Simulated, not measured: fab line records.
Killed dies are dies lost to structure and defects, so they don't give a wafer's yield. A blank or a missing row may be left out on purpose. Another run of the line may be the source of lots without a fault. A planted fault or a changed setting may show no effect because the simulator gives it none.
What tool caused it? | flow gf180mcu | 14 lots, 42 wafers sampled, at 5 steps of a route of 602

WHAT THE GAUGES READ, wafer by wafer
GF_SAB_OVL_MEAS_10. Usual: for SAB_OVL the level is 0.0 nm and the standard deviation is 1.6.
lot  | measured     | on         | SAB_OVL (nm)   | flag
L974 | day 15 13:12 | overlay-02 | -0.7 0.0 1.1   |
L975 | day 15 19:23 | overlay-01 | -1.2 -2.3 0.6  |
L976 | day 16 02:58 | overlay-02 | -2.4 -3.6 -1.6 |
L977 | day 16 08:50 | overlay-02 | 0.3 2.9 1.3    |
L979 | day 17 03:38 | overlay-01 | 0.0 -2.1 -0.3  |
L980 | day 17 13:26 | overlay-01 | 0.4 3.4 2.3    |
L981 | day 17 18:38 | overlay-01 | -1.4 -1.6 -0.5 |
L982 | day 18 07:43 | overlay-02 | 0.6 -0.6 0.5   |
L984 | day 19 00:15 | overlay-02 | 1.4 0.5 1.0    |
L986 | day 19 21:26 | overlay-01 | 1.0 -2.0 -0.7  |
L987 | day 20 08:28 | overlay-02 | 1.9 0.9 0.7    |
L990 | day 21 04:35 | overlay-02 | -0.5 -1.3 -1.2 |
L994 | day 23 00:55 | overlay-01 | -0.7 -1.3 0.9  |
L996 | day 23 05:44 | overlay-02 | -0.6 -0.8 -1.7 |

GF_CONTACT_THK_MEAS_03. Usual: for CONTACT_CVD_02_THK the level is 861 nm and the standard deviation is 12.
lot  | measured     | on            | CONTACT_CVD_02_THK (nm) | flag
L974 | day 15 14:18 | film-metro-02 | 861 868 883             |
L975 | day 15 20:28 | film-metro-02 | 851 866 854             |
L976 | day 16 04:04 | film-metro-02 | 850 846 856             |
L977 | day 16 09:58 | film-metro-02 | 844 849 861             |
L979 | day 17 04:43 | film-metro-04 | 841 837 844             |
L980 | day 17 14:32 | film-metro-04 | 848 863 858             |
L981 | day 17 19:52 | film-metro-04 | 842 870 863             |
L982 | day 18 08:47 | film-metro-02 | 867 859 879             |
L984 | day 19 01:20 | film-metro-02 | 857 866 862             |
L986 | day 19 22:31 | film-metro-01 | 864 866 878             |
L987 | day 20 09:33 | film-metro-04 | 883 692 878 884 692 877 | OFF
L990 | day 21 05:41 | film-metro-02 | 875 681 693 875 681 692 | OFF
L994 | day 23 02:01 | film-metro-01 | 848 872 863             |
L996 | day 23 06:50 | film-metro-02 | 848 846 850             |

EACH LOT AND THE TOOL THAT RAN IT (in order: tool; ch and the chambers of the sampled wafers; start)
lot  | GF_SALICIDE_RTA_06               | GF_SALICIDE_RTA_08               | GF_CONTACT_CVD_02
L974 | rtp-anneal-02 ch 0, day 15 13:51 | rtp-anneal-01 ch 0, day 15 14:02 | pecvd-03 ch 0,1, day 15 14:13
L975 | rtp-anneal-01 ch 0, day 15 19:59 | rtp-anneal-02 ch 0, day 15 20:11 | pecvd-01 ch 0,1,2, day 15 20:23
L976 | rtp-anneal-02 ch 0, day 16 03:35 | rtp-anneal-01 ch 0, day 16 03:47 | pecvd-02 ch 0,1,2, day 16 03:59
L977 | rtp-anneal-02 ch 0, day 16 09:28 | rtp-anneal-01 ch 0, day 16 09:40 | pecvd-03 ch 1,2, day 16 09:51
L979 | rtp-anneal-02 ch 0, day 17 04:16 | rtp-anneal-01 ch 0, day 17 04:27 | pecvd-03 ch 1,2, day 17 04:38
L980 | rtp-anneal-01 ch 0, day 17 14:04 | rtp-anneal-02 ch 0, day 17 14:16 | pecvd-02 ch 0,2, day 17 14:26
L981 | rtp-anneal-01 ch 0, day 17 19:18 | rtp-anneal-02 ch 0, day 17 19:35 | pecvd-03 ch 0,1,2, day 17 19:47
L982 | rtp-anneal-01 ch 0, day 18 08:19 | rtp-anneal-02 ch 0, day 18 08:31 | pecvd-02 ch 0,1, day 18 08:43
L984 | rtp-anneal-01 ch 0, day 19 00:53 | rtp-anneal-02 ch 0, day 19 01:04 | pecvd-03 ch 0,1,2, day 19 01:14
L986 | rtp-anneal-02 ch 0, day 19 22:04 | rtp-anneal-01 ch 0, day 19 22:15 | pecvd-02 ch 0,2, day 19 22:26
L987 | rtp-anneal-01 ch 0, day 20 09:06 | rtp-anneal-02 ch 0, day 20 09:17 | pecvd-02 ch 0,1,2, day 20 09:29
L990 | rtp-anneal-01 ch 0, day 21 05:12 | rtp-anneal-02 ch 0, day 21 05:24 | pecvd-02 ch 0,2, day 21 05:37
L994 | rtp-anneal-02 ch 0, day 23 01:32 | rtp-anneal-01 ch 0, day 23 01:44 | pecvd-03 ch 0,1,2, day 23 01:56
L996 | rtp-anneal-01 ch 0, day 23 06:22 | rtp-anneal-02 ch 0, day 23 06:34 | pecvd-01 ch 1,2, day 23 06:45
- GF_SALICIDE_RTA_06: time 30 s.
- GF_SALICIDE_RTA_08: time 30 s.
- GF_CONTACT_CVD_02: deposits SiO2 from TEOS, target thk 860 nm, time 95.992 s.

AS READ BY THE TOOLS THEMSELVES (means over the sampled wafers that have a number; for cases with no such wafer, the mark the record gives instead)
GF_SALICIDE_RTA_06. Usual: lamp-power-pct 6.7 %, standard deviation 0.54; wafer_temp_C_max 532.6, standard deviation 0.94.
lot  | tool          | lamp-power-pct (%) | wafer_temp_C_max | flag
L974 | rtp-anneal-02 | 7.3                | 531.7            |
L975 | rtp-anneal-01 | 6.3                | 533.4            |
L976 | rtp-anneal-02 | 7.3                | 531.2            |
L977 | rtp-anneal-02 | 7.3                | 531.8            |
L979 | rtp-anneal-02 | 7.3                | 531.8            |
L980 | rtp-anneal-01 | 6.3                | 532.7            |
L981 | rtp-anneal-01 | 6.2                | 533.5            |
L982 | rtp-anneal-01 | 6.2                | 533.4            |
L984 | rtp-anneal-01 | 6.2                | 533.2            |
L986 | rtp-anneal-02 | 7.3                | 531.6            |
L987 | rtp-anneal-01 | 6.2                | 533.1            |
L990 | rtp-anneal-01 | 6.2                | 533.6            |
L994 | rtp-anneal-02 | 7.3                | 531.8            |
L996 | rtp-anneal-01 | 6.2                | 533.8            |

GF_SALICIDE_RTA_08. Usual: lamp-power-pct 19.1 %, standard deviation 1.5; wafer_temp_C_max 803.6, standard deviation 1.5.
lot  | tool          | lamp-power-pct (%) | wafer_temp_C_max | flag
L974 | rtp-anneal-01 | 17.3               | 805.0            |
L975 | rtp-anneal-02 | 20.4               | 803.3            |
L976 | rtp-anneal-01 | 17.3               | 804.4            |
L977 | rtp-anneal-01 | 17.3               | 805.0            |
L979 | rtp-anneal-01 | 17.3               | 805.7            |
L980 | rtp-anneal-02 | 20.3               | 802.4            |
L981 | rtp-anneal-02 | 20.4               | 802.2            |
L982 | rtp-anneal-02 | 20.4               | 802.0            |
L984 | rtp-anneal-02 | 20.4               | 802.5            |
L986 | rtp-anneal-01 | 17.3               | 805.2            |
L987 | rtp-anneal-02 | 20.4               | 802.2            |
L990 | rtp-anneal-02 | 20.4               | 802.5            |
L994 | rtp-anneal-01 | 17.3               | 804.5            |
L996 | rtp-anneal-02 | 20.4               | 802.9            |

GF_CONTACT_CVD_02. Usual: heater-power-outer-w 364 W, standard deviation 73; heater-power-w 661 W, standard deviation 120.
lot  | tool     | heater-power-outer-w (W) | heater-power-w (W) | flag
L974 | pecvd-03 | 240                      | 442                |
L975 | pecvd-01 | 404                      | 690                |
L976 | pecvd-02 | 374                      | 707                |
L977 | pecvd-03 | 281                      | 533                |
L979 | pecvd-03 | 250                      | 479                |
L980 | pecvd-02 | 391                      | 745                |
L981 | pecvd-03 | 315                      | 575                |
L982 | pecvd-02 | 399                      | 737                |
L984 | pecvd-03 | 319                      | 583                |
L986 | pecvd-02 | 400                      | 749                |
L987 | pecvd-02 | 387                      | 720                |
L990 | pecvd-02 | 361                      | 709                |
L994 | pecvd-03 | 278                      | 514                |
L996 | pecvd-01 | 414                      | 740                |

THE ANSWER, worked out from the rows above alone
Rule: a lot is off if the mean of its wafers that have a number lies more than 3 standard deviations from the usual mean. A lot without any number at a reading at which 4 lots or more have one is off too. Any other lot the step has rows for is counted as sound. First the gauges in route order, then the tools' own readings, where a lot's mean is used as printed above. At the first step where some lot is off, the reading lying furthest off is the one used; lots without a number count as furthest.
Off: L987, L990, at GF_CONTACT_THK_MEAS_03 (CONTACT_CVD_02_THK).
A tool fits if, at a process step before that reading, it ran every lot that is off, and no sound lot after the first of them. Those tools and the gauges at GF_CONTACT_THK_MEAS_03 are tried in the same way. One fits: pecvd-02 at GF_CONTACT_CVD_02. Its last sound lot is L986 (day 19 22:26), its first lot that is off L987 (day 20 09:29): a fault that began between those two fits.

WHAT HAD BEEN PUT IN BY THE SIMULATOR
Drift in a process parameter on pecvd-02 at GF_CONTACT_CVD_02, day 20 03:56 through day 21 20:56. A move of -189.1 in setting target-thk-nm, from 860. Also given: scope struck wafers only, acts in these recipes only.
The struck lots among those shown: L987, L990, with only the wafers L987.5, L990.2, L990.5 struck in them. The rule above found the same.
